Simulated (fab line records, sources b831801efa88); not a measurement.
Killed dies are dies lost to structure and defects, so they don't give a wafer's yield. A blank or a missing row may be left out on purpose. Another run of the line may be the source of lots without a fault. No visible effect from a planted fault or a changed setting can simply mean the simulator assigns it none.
Which tool is to blame? | flow sky130 | 72 wafers from 24 lots sampled at 6 of the route's 708 steps

## WHAT THE GAUGES READ, wafer by wafer
SKY_VIA4_BOW_MEAS_03. Usual: VIA4_BOW 80 um, standard deviation 7.8.
lot  | measured     | on            | VIA4_BOW (um) | flag
L074 | day 42 04:55 | film metro-01 | 88 73 85      |
L075 | day 42 11:46 | film metro-01 | 87 76 86      |
L076 | day 42 15:31 | film metro-01 | 80 73 79      |
L077 | day 43 10:23 | film metro-04 | 74 90 78      |
L078 | day 44 10:16 | film metro-01 | 84 87 83      |
L080 | day 44 14:04 | film metro-01 | 89 96 83      |
L079 | day 44 16:06 | film metro-01 | 79 75 76      |
L081 | day 45 03:53 | film metro-01 | 86 78 88      |
L082 | day 45 05:48 | film metro-01 | 87 73 71      |
L083 | day 45 09:58 | film metro-01 | 81 74 89      |
L085 | day 45 10:35 | film metro-02 | 84 95 80      |
L084 | day 45 12:40 | film metro-01 | 73 74 68      |
L087 | day 45 17:40 | film metro-01 | 81 74 88      |
L086 | day 46 02:02 | film metro-02 | 63 79 74      |
L089 | day 46 08:19 | film metro-01 | 80 91 92      |
L088 | day 46 14:24 | film metro-01 | 81 71 85      |
L090 | day 46 23:30 | film metro-02 | 75 72 84      |
L091 | day 47 04:06 | film metro-01 | 65 63 69      |
L092 | day 47 05:38 | film metro-01 | 81 87 84      |
L093 | day 47 06:48 | film metro-01 | 91 88 81      |
L094 | day 47 10:32 | film metro-01 | 86 86 68      |
L095 | day 48 01:34 | film metro-02 | 77 73 88      |
L096 | day 48 01:35 | film metro-01 | 72 71 75      |
L097 | day 48 05:03 | film metro-02 | 64 68 72      |

SKY_PAD_OPEN_BOW_MEAS_13. Usual: PAD_OPEN_BOW 47 um, standard deviation 7.7.
lot  | measured     | on            | PAD_OPEN_BOW (um) | flag
L074 | day 46 05:55 | film metro-01 | 51 38 50          |
L075 | day 46 07:56 | film metro-03 | 58 47 58          |
L076 | day 46 14:58 | film metro-01 | 47 39 45          |
L077 | day 47 04:13 | film metro-03 | 41 60 46          |
L078 | day 48 02:59 | film metro-01 | 45 49 44          |
L080 | day 48 04:56 | film metro-03 | 53 57 46          |
L079 | day 48 05:18 | film metro-03 | 41 37 37          |
L081 | day 48 17:22 | film metro-01 | 53 45 55          |
L082 | day 48 20:44 | film metro-01 | 56 41 37          |
L083 | day 48 22:14 | film metro-03 | 46 39 55          |
L085 | day 48 23:46 | film metro-03 | 53 66 50          |
L084 | day 49 01:23 | film metro-04 | 45 46 39          |
L087 | day 49 05:15 | film metro-01 | 50 42 55          |
L086 | day 49 14:56 | film metro-01 | 27 44 39          |
L089 | day 49 20:16 | film metro-03 | 43 55 56          |
L088 | day 50 00:42 | film metro-03 | 45 37 52          |
L090 | day 50 06:52 | film metro-04 | 44 40 53          |
L091 | day 50 11:50 | film metro-01 | 37 34 40          |
L092 | day 50 12:07 | film metro-04 | 49 56 51          |
L093 | day 50 13:32 | film metro-01 | 61 55 50          |
L094 | day 50 16:10 | film metro-01 | 51 53 35          |
L095 | day 51 04:31 | film metro-04 | 43 38 54          |
L096 | day 51 03:35 | film metro-03 | 35 36 39          |
L097 | day 51 07:05 | film metro-04 | 33 36 41          |

## WHICH TOOL RAN EACH LOT (tool, then ch and the chambers of the sampled wafers, then the start)
lot  | SKY_CONTACT_CMP_04            | SKY_METAL2_SPUTTER_00        | SKY_VIA4_CVD_18               | SKY_METAL5_SPUTTER_03
L074 | cmp-02 ch 1,2,3, day 30 17:22 | pvd sputter-03, day 34 07:33 | cvd w-02 ch 0,1, day 43 06:24 | pvd sputter-03, day 43 07:19
L075 | cmp-02 ch 1,2,3, day 31 02:37 | pvd sputter-02, day 34 15:18 | cvd w-02 ch 0,1, day 43 12:08 | pvd sputter-03, day 43 12:52
L076 | cmp-02 ch 0,1,2, day 31 07:20 | pvd sputter-02, day 34 22:22 | cvd w-01 ch 0,1, day 43 15:56 | pvd sputter-04, day 43 16:40
L077 | cmp-01 ch 1,2,3, day 32 05:16 | pvd sputter-04, day 35 17:45 | cvd w-02 ch 0, day 44 10:06   | pvd sputter-04, day 44 10:50
L078 | cmp-01 ch 0,1,2, day 33 06:36 | pvd sputter-02, day 36 18:12 | cvd w-01 ch 0, day 45 09:00   | pvd sputter-04, day 45 12:08
L080 | cmp-02 ch 0,2,3, day 33 13:59 | pvd sputter-02, day 37 01:41 | cvd w-01 ch 0,1, day 45 12:31 | pvd sputter-02, day 45 13:56
L079 | cmp-01 ch 0,2, day 33 14:52   | pvd sputter-04, day 37 02:38 | cvd w-02 ch 0,1, day 45 14:46 | pvd sputter-03, day 45 15:29
L081 | cmp-02 ch 1,2,3, day 34 04:58 | pvd sputter-03, day 37 17:04 | cvd w-02 ch 0,1, day 46 01:50 | pvd sputter-03, day 46 04:13
L082 | cmp-01 ch 0,1, day 34 06:01   | pvd sputter-03, day 37 19:03 | cvd w-02 ch 1, day 46 04:09   | pvd sputter-04, day 46 05:25
L083 | cmp-01 ch 1,3, day 34 07:33   | pvd sputter-02, day 37 20:02 | cvd w-02 ch 1, day 46 06:06   | pvd sputter-02, day 46 07:31
L085 | cmp-01 ch 0,1,3, day 34 09:22 | pvd sputter-03, day 37 21:29 | cvd w-02 ch 0,1, day 46 07:11 | pvd sputter-04, day 46 08:07
L084 | cmp-02 ch 0,1, day 34 09:28   | pvd sputter-02, day 37 22:02 | cvd w-02 ch 0,1, day 46 09:58 | pvd sputter-04, day 46 10:42
L087 | cmp-01 ch 0,1, day 35 00:43   | pvd sputter-03, day 38 10:01 | cvd w-02 ch 0, day 46 14:59   | pvd sputter-02, day 46 15:43
L086 | cmp-01 ch 1,2,3, day 35 05:02 | pvd sputter-04, day 38 16:36 | cvd w-02 ch 0,1, day 46 23:27 | pvd sputter-03, day 47 01:59
L089 | cmp-01 ch 1,2,3, day 35 18:35 | pvd sputter-03, day 39 05:10 | cvd w-02 ch 0,1, day 47 04:30 | pvd sputter-03, day 47 09:44
L088 | cmp-02 ch 0,1,3, day 35 23:37 | pvd sputter-03, day 39 10:15 | cvd w-01 ch 0,1, day 47 09:38 | pvd sputter-02, day 47 11:32
L090 | cmp-02 ch 0,1,2, day 36 08:06 | pvd sputter-02, day 39 19:39 | cvd w-01 ch 0,1, day 47 18:41 | pvd sputter-02, day 47 20:19
L091 | cmp-02 ch 1,2,3, day 36 11:14 | pvd sputter-04, day 39 22:04 | cvd w-02 ch 0,1, day 48 00:35 | pvd sputter-03, day 48 01:58
L092 | cmp-01 ch 0,1,2, day 36 15:10 | pvd sputter-04, day 40 01:32 | cvd w-02 ch 0,1, day 48 02:09 | pvd sputter-03, day 48 02:53
L093 | cmp-01 ch 0,1, day 36 16:24   | pvd sputter-03, day 40 03:01 | cvd w-01 ch 0,1, day 48 03:32 | pvd sputter-02, day 48 04:18
L094 | cmp-01 ch 1,2,3, day 36 21:49 | pvd sputter-03, day 40 07:19 | cvd w-01 ch 0,1, day 48 06:17 | pvd sputter-02, day 48 07:02
L095 | cmp-01 ch 0,3, day 37 17:29   | pvd sputter-04, day 41 02:17 | cvd w-01 ch 0,1, day 48 22:06 | pvd sputter-04, day 48 23:21
L096 | cmp-02 ch 0,2,3, day 37 18:52 | pvd sputter-03, day 41 02:30 | cvd w-02 ch 0,1, day 48 21:57 | pvd sputter-02, day 48 22:42
L097 | cmp-01 ch 2,3, day 37 20:01   | pvd sputter-04, day 41 05:50 | cvd w-02 ch 0,1, day 49 01:33 | pvd sputter-02, day 49 02:46
- SKY_CONTACT_CMP_04: polishes SiO2.
- SKY_METAL2_SPUTTER_00: material Ti, target thk 15 nm, time 10 s.
- SKY_VIA4_CVD_18: deposits W, target thk 505 nm, time 152.14 s.
- SKY_METAL5_SPUTTER_03: material Ti, target thk 5 nm, time 3.3 s.

## AS READ BY THE TOOLS THEMSELVES (means over the sampled wafers that have a number; for cases with no such wafer, the mark the record gives instead)
SKY_CONTACT_CMP_04. Usual: edge zone pressure frac 1.001, standard deviation 0.0049; motor current A 12.3 A, standard deviation 1.5; platen rpm 60.00 rpm, standard deviation 0.038; time to endpoint s 83 s, standard deviation 3.6.
lot  | tool   | edge zone pressure frac | motor current A (A) | platen rpm (rpm) | time to endpoint s (s) | flag
L074 | cmp-02 | 0.992                   | 13.2                | 59.99            | 86                     |
L075 | cmp-02 | 1.002                   | 13.6                | 59.96            | 80                     |
L076 | cmp-02 | 0.998                   | 12.9                | 60.01            | 82                     |
L077 | cmp-01 | 1.000                   | 12.4                | 60.03            | 84                     |
L078 | cmp-01 | 0.998                   | 12.3                | 60.05            | 79                     |
L080 | cmp-02 | 1.000                   | 12.9                | 60.00            | 79                     |
L079 | cmp-01 | 1.003                   | 12.5                | 59.99            | 80                     |
L081 | cmp-02 | 1.006                   | 13.0                | 60.00            | 82                     |
L082 | cmp-01 | 1.009                   | 11.0                | 60.03            | 83                     |
L083 | cmp-01 | 0.999                   | 10.9                | 59.98            | 87                     |
L085 | cmp-01 | 1.002                   | 11.3                | 59.98            | 82                     |
L084 | cmp-02 | 1.001                   | 13.3                | 60.00            | 84                     |
L087 | cmp-01 | 0.996                   | 11.1                | 59.98            | 81                     |
L086 | cmp-01 | 1.002                   | 12.3                | 60.02            | 85                     |
L089 | cmp-01 | 1.003                   | 12.3                | 60.01            | 85                     |
L088 | cmp-02 | 1.004                   | 13.0                | 59.96            | 81                     |
L090 | cmp-02 | 1.001                   | 13.3                | 59.99            | 83                     |
L091 | cmp-02 | 1.002                   | 13.7                | 60.00            | 81                     |
L092 | cmp-01 | 0.997                   | 12.5                | 60.02            | 82                     |
L093 | cmp-01 | 1.004                   | 11.2                | 60.00            | 84                     |
L094 | cmp-01 | 1.003                   | 12.6                | 59.98            | 85                     |
L095 | cmp-01 | 0.996                   | 10.0                | 60.01            | 85                     |
L096 | cmp-02 | 0.995                   | 13.2                | 60.02            | 80                     |
L097 | cmp-01 | 1.003                   | 12.5                | 60.01            | 80                     |

SKY_METAL2_SPUTTER_00. Usual: 30.3 % for throttle valve pct, sd 1.4.
lot  | tool           | throttle valve pct (%) | flag
L074 | pvd sputter-03 | 30.5                   |
L075 | pvd sputter-02 | 30.7                   |
L076 | pvd sputter-02 | 30.9                   |
L077 | pvd sputter-04 | 29.7                   |
L078 | pvd sputter-02 | 30.5                   |
L080 | pvd sputter-02 | 30.4                   |
L079 | pvd sputter-04 | 30.4                   |
L081 | pvd sputter-03 | 29.5                   |
L082 | pvd sputter-03 | 29.6                   |
L083 | pvd sputter-02 | 31.0                   |
L085 | pvd sputter-03 | 30.4                   |
L084 | pvd sputter-02 | 31.2                   |
L087 | pvd sputter-03 | 29.3                   |
L086 | pvd sputter-04 | 31.2                   |
L089 | pvd sputter-03 | 29.3                   |
L088 | pvd sputter-03 | 29.7                   |
L090 | pvd sputter-02 | 30.4                   |
L091 | pvd sputter-04 | 31.0                   |
L092 | pvd sputter-04 | 30.6                   |
L093 | pvd sputter-03 | 28.4                   |
L094 | pvd sputter-03 | 28.7                   |
L095 | pvd sputter-04 | 31.5                   |
L096 | pvd sputter-03 | 29.4                   |
L097 | pvd sputter-04 | 30.4                   |

SKY_VIA4_CVD_18. Usual: chamber pressure Torr 40.00 Torr, standard deviation 0.092; heater power w 796 W, standard deviation 48; susceptor temp C 399.98 C, standard deviation 0.2.
lot  | tool     | chamber pressure Torr (Torr) | heater power w (W) | susceptor temp C (C) | flag
L074 | cvd w-02 | 40.02                        | 771                | 399.97               |
L075 | cvd w-02 | 39.91                        | 759                | 399.97               |
L076 | cvd w-01 | 39.93                        | 825                | 399.95               |
L077 | cvd w-02 | 40.08                        | 826                | 399.91               |
L078 | cvd w-01 | 39.90                        | 776                | 399.89               |
L080 | cvd w-01 | 40.00                        | 842                | 399.89               |
L079 | cvd w-02 | 40.14                        | 794                | 400.10               |
L081 | cvd w-02 | 40.03                        | 755                | 400.19               |
L082 | cvd w-02 | 40.07                        | 740                | 400.15               |
L083 | cvd w-02 | 39.92                        | 746                | 399.83               |
L085 | cvd w-02 | 40.09                        | 794                | 399.86               |
L084 | cvd w-02 | 40.03                        | 772                | 399.86               |
L087 | cvd w-02 | 40.05                        | 831                | 400.10               |
L086 | cvd w-02 | 40.02                        | 771                | 400.04               |
L089 | cvd w-02 | 39.98                        | 770                | 399.96               |
L088 | cvd w-01 | 40.00                        | 812                | 399.98               |
L090 | cvd w-01 | 39.86                        | 809                | 400.03               |
L091 | cvd w-02 | 39.97                        | 783                | 399.93               |
L092 | cvd w-02 | 39.99                        | 798                | 400.13               |
L093 | cvd w-01 | 39.89                        | 837                | 400.01               |
L094 | cvd w-01 | 40.09                        | 834                | 399.93               |
L095 | cvd w-01 | 40.08                        | 800                | 400.03               |
L096 | cvd w-02 | 39.94                        | 771                | 399.95               |
L097 | cvd w-02 | 39.99                        | 806                | 399.98               |

SKY_METAL5_SPUTTER_03. Usual: 30.2 % for throttle valve pct, sd 1.4.
lot  | tool           | throttle valve pct (%) | flag
L074 | pvd sputter-03 | 29.6                   |
L075 | pvd sputter-03 | 30.3                   |
L076 | pvd sputter-04 | 31.1                   |
L077 | pvd sputter-04 | 31.0                   |
L078 | pvd sputter-04 | 30.5                   |
L080 | pvd sputter-02 | 29.8                   |
L079 | pvd sputter-03 | 29.3                   |
L081 | pvd sputter-03 | 29.3                   |
L082 | pvd sputter-04 | 29.1                   |
L083 | pvd sputter-02 | 31.0                   |
L085 | pvd sputter-04 | 30.5                   |
L084 | pvd sputter-04 | 29.8                   |
L087 | pvd sputter-02 | 30.6                   |
L086 | pvd sputter-03 | 29.7                   |
L089 | pvd sputter-03 | 29.3                   |
L088 | pvd sputter-02 | 29.6                   |
L090 | pvd sputter-02 | 30.9                   |
L091 | pvd sputter-03 | 30.7                   |
L092 | pvd sputter-03 | 29.4                   |
L093 | pvd sputter-02 | 31.5                   |
L094 | pvd sputter-02 | 30.0                   |
L095 | pvd sputter-04 | 31.2                   |
L096 | pvd sputter-02 | 30.5                   |
L097 | pvd sputter-02 | 31.5                   |

## THE ANSWER, worked out from the rows above alone
Rule: take the mean of a lot's wafers that have a number; if it is more than 3 standard deviations from the usual mean, the lot is off. Also off: a lot with no number at a reading for which 4 or more lots have one. All remaining lots with rows at the step are treated as sound. Order of review: gauges by route order, followed by the tools' own readings, for which a lot's mean as printed above is used. At the first step where some lot is off, the reading lying furthest off is the one used; lots without a number count as furthest.
No lot is off at any reading shown: from this, nothing can be told.

## WHAT THE SIMULATOR HAD INSERTED
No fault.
